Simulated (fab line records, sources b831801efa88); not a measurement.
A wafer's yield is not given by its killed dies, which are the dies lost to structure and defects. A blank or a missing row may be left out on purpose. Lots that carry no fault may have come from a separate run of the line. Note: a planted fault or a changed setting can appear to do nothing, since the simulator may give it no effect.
What tool caused it? | flow gf180mcu | Sampling: 12 lots, 36 wafers, 6 of 602 route steps

## WHAT THE GAUGES READ, wafer by wafer
GF_CONTACT_RS_MEAS_25: the measuring method here is four-point-probe. Usual: CONTACT_W_RS typically reads 0.381 ohm/sq, with standard deviation 0.0037.
lot  | measured     | on            | CONTACT_W_RS (ohm/sq) | flag
L251 | day 15 21:15 | film_metro-02 | 0.388 0.385 0.387     |
L252 | day 16 04:32 | film_metro-04 | 0.387 0.389 0.383     |
L254 | day 16 22:19 | film_metro-03 | 0.374 0.375 0.376     |
L256 | day 17 17:48 | film_metro-03 | 0.380 0.378 0.381     |
L258 | day 18 23:00 | film_metro-04 | 0.384 0.642 0.382     | OFF
L268 | day 22 15:53 | film_metro-02 | 0.383 0.381 0.380     |
L269 | day 22 21:59 | film_metro-04 | 0.387 0.383 0.384     |
L270 | day 23 06:08 | film_metro-04 | 0.378 0.375 0.379     |
L271 | day 23 07:03 | film_metro-03 | 0.379 0.380 0.381     |
L272 | day 23 16:58 | film_metro-03 | 0.372 0.377 0.379     |
L274 | day 24 03:11 | film_metro-03 | 0.387 0.383 0.386     |
L273 | day 24 07:09 | film_metro-02 | 0.379 0.380 0.378     |

GF_CONTACT_THK_MEAS_26: measures by xrf. Usual: CONTACT_W_THK typically reads 298 nm, with standard deviation 4.1.
lot  | measured     | on            | CONTACT_W_THK (nm) | flag
L251 | day 15 21:22 | film_metro-02 | 298 300 298        |
L252 | day 16 04:38 | film_metro-04 | 294 292 297        |
L254 | day 16 22:26 | film_metro-03 | 302 300 302        |
L256 | day 17 17:55 | film_metro-03 | 296 297 296        |
L258 | day 18 23:07 | film_metro-04 | 299 179 299        | OFF
L268 | day 22 16:00 | film_metro-02 | 297 301 301        |
L269 | day 22 22:06 | film_metro-04 | 294 298 297        |
L270 | day 23 06:14 | film_metro-04 | 302 304 301        |
L271 | day 23 07:10 | film_metro-03 | 297 298 296        |
L272 | day 23 17:05 | film_metro-03 | 302 298 300        |
L274 | day 24 03:17 | film_metro-03 | 289 293 291        |
L273 | day 24 07:15 | film_metro-02 | 301 302 302        |

GF_M4_CD_MEAS_14 targets a cd of 280 nm. Usual: 280.0 nm for cd_nm, sd 1.3.
lot  | measured     | on        | cd_nm (nm)        | flag
L251 | day 23 02:33 | cd_sem-01 | 281.4 280.5 280.6 |
L252 | day 23 09:45 | cd_sem-01 | 279.1 278.6 278.9 |
L254 | day 24 04:08 | cd_sem-02 | 278.8 279.6 278.9 |
L256 | day 24 22:05 | cd_sem-02 | 282.0 280.3 280.3 |
L258 | day 26 01:20 | cd_sem-01 | 280.8 280.3 280.6 |
L268 | day 29 02:41 | cd_sem-01 | 279.6 280.1 279.8 |
L269 | day 29 10:00 | cd_sem-02 | 279.0 277.2 279.2 |
L270 | day 29 16:46 | cd_sem-02 | 278.1 279.5 277.8 |
L271 | day 29 16:55 | cd_sem-02 | 282.2 282.8 282.3 |
L272 | day 30 02:24 | cd_sem-01 | 279.0 279.5 278.9 |
L274 | day 30 08:17 | cd_sem-01 | 282.0 282.1 281.3 |
L273 | day 30 13:34 | cd_sem-02 | 279.9 280.6 281.1 |

## TOOL THAT RAN EACH LOT (tool first, then ch and the chambers of the sampled wafers, then the start)
lot  | GF_CONTACT_CVD_24             | GF_CONTACT_CMP_27             | GF_M4_SPUTTER_02
L251 | cvd_w-01 ch 0,1, day 15 21:08 | cmp-02 ch 0,3, day 15 21:28   | pvd_sputter-03, day 22 03:26
L252 | cvd_w-02 ch 0,1, day 16 04:25 | cmp-02 ch 0,1, day 16 04:41   | pvd_sputter-03, day 22 11:28
L254 | cvd_w-02 ch 0,1, day 16 22:13 | cmp-01 ch 0,1,3, day 16 22:29 | pvd_sputter-04, day 23 04:29
L256 | cvd_w-02 ch 0,1, day 17 17:42 | cmp-02 ch 1,2,3, day 17 17:59 | pvd_sputter-03, day 23 23:53
L258 | cvd_w-02 ch 0,1, day 18 22:54 | cmp-02 ch 0,1,3, day 18 23:27 | pvd_sputter-03, day 25 03:56
L268 | cvd_w-01 ch 0,1, day 22 15:46 | cmp-02 ch 1,2, day 22 16:16   | pvd_sputter-03, day 28 07:19
L269 | cvd_w-02 ch 0,1, day 22 21:52 | cmp-01 ch 0,1,3, day 22 22:09 | pvd_sputter-02, day 28 15:17
L270 | cvd_w-02 ch 0,1, day 23 06:02 | cmp-02 ch 0,1,2, day 23 06:22 | pvd_sputter-04, day 28 21:40
L271 | cvd_w-02 ch 0,1, day 23 06:57 | cmp-02 ch 0,1,3, day 23 07:23 | pvd_sputter-03, day 28 22:05
L272 | cvd_w-02 ch 0,1, day 23 16:51 | cmp-01 ch 2,3, day 23 17:11   | pvd_sputter-04, day 29 07:25
L274 | cvd_w-01 ch 0,1, day 24 03:04 | cmp-01 ch 0,2,3, day 24 03:23 | pvd_sputter-03, day 29 13:39
L273 | cvd_w-01 ch 0,1, day 24 07:02 | cmp-02 ch 0,1,2, day 24 07:17 | pvd_sputter-03, day 29 20:00
- GF_CONTACT_CVD_24: deposits W, target thk 300 nm, time 90.339 s.
- GF_CONTACT_CMP_27: polishes, stops on SiO2, t overpolish 15 s, target thk 0 nm.
- GF_M4_SPUTTER_02: material AlCu, target thk 450 nm, time 23.9 s.

## WHAT THE TOOLS THEMSELVES READ (means of the sampled wafers that have a number; where no wafer has one, the mark that the record gives instead)
GF_CONTACT_CVD_24. Usual: heater_power_w 827 W, standard deviation 77; susceptor_temp_C 399.98 C, standard deviation 0.25.
lot  | tool     | heater_power_w (W) | susceptor_temp_C (C) | flag
L251 | cvd_w-01 | 798                | 400.07               |
L252 | cvd_w-02 | 853                | 399.92               |
L254 | cvd_w-02 | 816                | 400.04               |
L256 | cvd_w-02 | 857                | 400.01               |
L258 | cvd_w-02 | 825                | 390.33               | OFF
L268 | cvd_w-01 | 772                | 399.91               |
L269 | cvd_w-02 | 832                | 399.82               |
L270 | cvd_w-02 | 872                | 399.80               |
L271 | cvd_w-02 | 871                | 400.06               |
L272 | cvd_w-02 | 873                | 399.94               |
L274 | cvd_w-01 | 809                | 400.10               |
L273 | cvd_w-01 | 813                | 400.12               |

GF_CONTACT_CMP_27. Usual: motor_current_A 11.5 A, standard deviation 1.4; time_to_endpoint_s 72.6 s, standard deviation 2.4.
lot  | tool   | motor_current_A (A) | time_to_endpoint_s (s) | flag
L251 | cmp-02 | 10.3                | 73.1                   |
L252 | cmp-02 | 11.3                | 71.2                   |
L254 | cmp-01 | 11.6                | 70.8                   |
L256 | cmp-02 | 11.0                | 78.0                   |
L258 | cmp-02 | 10.8                | 63.3                   | OFF
L268 | cmp-02 | 12.9                | 73.2                   |
L269 | cmp-01 | 11.6                | 70.3                   |
L270 | cmp-02 | 11.7                | 73.2                   |
L271 | cmp-02 | 10.7                | 73.2                   |
L272 | cmp-01 | 12.2                | 75.2                   |
L274 | cmp-01 | 12.3                | 71.1                   |
L273 | cmp-02 | 12.0                | 76.0                   |

GF_M4_SPUTTER_02. Usual: 29.9 % for throttle_valve_pct, sd 1.2.
lot  | tool           | throttle_valve_pct (%) | flag
L251 | pvd_sputter-03 | 29.7                   |
L252 | pvd_sputter-03 | 28.9                   |
L254 | pvd_sputter-04 | 30.9                   |
L256 | pvd_sputter-03 | 29.8                   |
L258 | pvd_sputter-03 | 29.5                   |
L268 | pvd_sputter-03 | 28.9                   |
L269 | pvd_sputter-02 | 30.3                   |
L270 | pvd_sputter-04 | 31.2                   |
L271 | pvd_sputter-03 | 28.4                   |
L272 | pvd_sputter-04 | 29.9                   |
L274 | pvd_sputter-03 | 29.6                   |
L273 | pvd_sputter-03 | 29.4                   |

## THE ANSWER, worked out from the rows above alone
Rule: a lot is off if the mean of its wafers that have a number lies more than 3 standard deviations from the usual mean. A lot without any number at a reading at which 4 lots or more have one is off too. Where the step has rows for the other lots, those lots are counted as sound. After the gauges, taken in route order, come the tools' own readings; for these a lot's mean is taken, as printed above. The first step at which some lot is off is used, and at that step the reading that is off furthest; a lot without a number counts as furthest.
Off: at GF_CONTACT_RS_MEAS_25 (CONTACT_W_RS), L258.
A tool fits if, at a process step before that reading, it ran every lot that is off, and no sound lot after the first of them. The gauges at GF_CONTACT_RS_MEAS_25 aren't tried: what is off there is off at GF_CONTACT_CVD_24 too, on other tools, and a gauge's error can't cause that. None of those tried fits.

## WHAT THE SIMULATOR HAD PUT IN
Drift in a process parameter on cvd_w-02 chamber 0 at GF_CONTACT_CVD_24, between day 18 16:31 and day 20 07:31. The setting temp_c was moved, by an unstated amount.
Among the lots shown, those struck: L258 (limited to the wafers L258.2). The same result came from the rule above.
